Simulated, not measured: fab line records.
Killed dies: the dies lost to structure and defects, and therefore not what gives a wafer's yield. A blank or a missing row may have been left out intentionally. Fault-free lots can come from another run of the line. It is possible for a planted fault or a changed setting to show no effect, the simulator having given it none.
Which tool is to blame? -- flow sky130 -- 13 lots with 39 wafers sampled at 3 steps, on a route of 708 steps

## WHAT THE GAUGES SHOWED, per wafer
SKY_FIELD_ISO_THK_MEAS_04. Usual: FIELD_ISO_CVD_03_THK typically reads 174.8 nm, with standard deviation 1.6.
lot,measured,on,FIELD_ISO_CVD_03_THK (nm),flag
L673,day 1 13:29,film_metro-02,173.9 172.7 174.2,
L674,day 1 19:26,film_metro-02,176.1 174.9 175.2,
L678,day 2 14:29,film_metro-03,171.8 173.6 173.0,
L681,day 3 06:44,film_metro-03,176.9 175.7 174.2,
L683,day 3 15:29,film_metro-03,172.1 173.2 173.2,
L687,day 4 11:56,film_metro-02,177.4 177.9 178.1,
L688,day 4 20:41,film_metro-02,173.5 173.1 173.6,
L689,day 4 22:35,film_metro-02,177.2 175.2 176.0,
L691,day 5 10:59,film_metro-01,173.5 174.4 174.4,
L693,day 5 21:02,film_metro-02,174.9 176.9 175.5,
L694,day 5 22:59,film_metro-03,173.9 174.3 172.0,
L695,day 6 05:14,film_metro-03,173.4 173.1 173.1,
L696,day 6 09:14,film_metro-01,174.4 174.0 171.3,

SKY_DNWELL_TW_MEAS_09. Usual: DNWELL_TW typically reads 1115, with standard deviation 6.5.
lot,measured,on,DNWELL_TW,flag
L673,day 3 00:38,film_metro-03,1119 1117 1117,
L674,day 3 08:23,film_metro-01,1107 1102 1111,
L678,day 4 06:31,film_metro-01,1123 1118 1119,
L681,day 4 21:52,film_metro-04,1112 1112 1116,
L683,day 5 10:25,film_metro-04,1112 1106 1113,
L687,day 6 10:21,film_metro-01,1126 1123 1126,
L688,day 6 16:52,film_metro-01,1117 1118 1119,
L689,day 6 17:22,film_metro-03,1108 1111 1111,
L691,day 7 06:16,film_metro-01,1111 1107 1112,
L693,day 7 19:28,film_metro-04,1098 1106 1099,
L694,day 7 22:29,film_metro-03,1117 1111 1119,
L695,day 8 07:50,film_metro-03,1115 1111 1106,
L696,day 8 10:08,film_metro-01,1118 1122 1120,

SKY_PWDE_TW_MEAS_10. Usual: PWDE_TW typically reads 374.4, with standard deviation 1.8.
lot,measured,on,PWDE_TW,flag
L673,day 3 15:40,film_metro-03,377.0 374.1 374.0,
L674,day 3 23:49,film_metro-01,374.1 372.2 375.3,
L678,day 4 23:33,film_metro-01,376.4 376.1 375.2,
L681,day 5 15:21,film_metro-04,376.5 376.1 374.8,
L683,day 6 04:19,film_metro-04,374.4 374.7 370.8,
L687,day 7 04:57,film_metro-04,372.7 372.9 373.0,
L688,day 7 12:22,film_metro-01,372.2 373.8 373.0,
L689,day 7 12:42,film_metro-04,371.8 372.4 373.1,
L691,day 8 02:48,film_metro-03,372.5 373.3 372.5,
L693,day 8 16:00,film_metro-04,374.6 375.7 376.5,
L694,day 8 18:43,film_metro-03,372.1 373.0 373.1,
L695,day 9 04:43,film_metro-01,374.7 375.5 375.3,
L696,day 9 07:07,film_metro-03,372.2 373.4 373.4,

## TOOL THAT RAN EACH LOT (tool first, then ch and the chambers of the sampled wafers, then the start)
No process step before these readings appears in the record.

## AS READ BY THE TOOLS THEMSELVES (means over the sampled wafers that have a number; for cases with no such wafer, the mark the record gives instead)
The record holds no such reading with a usual standard deviation.

## THE ANSWER, worked out from the rows above alone
Rule: a lot is off if the mean of its wafers that have a number lies more than 3 standard deviations from the usual mean. Also off: a lot with no number at a reading for which 4 or more lots have one. Where the step has rows for the other lots, those lots are counted as sound. After the gauges, taken in route order, come the tools' own readings; for these a lot's mean is taken, as printed above. At the first step where some lot is off, the reading lying furthest off is the one used; lots without a number count as furthest.
No lot is off at any reading shown: from this, nothing can be told.

## WHAT HAD BEEN PUT IN BY THE SIMULATOR
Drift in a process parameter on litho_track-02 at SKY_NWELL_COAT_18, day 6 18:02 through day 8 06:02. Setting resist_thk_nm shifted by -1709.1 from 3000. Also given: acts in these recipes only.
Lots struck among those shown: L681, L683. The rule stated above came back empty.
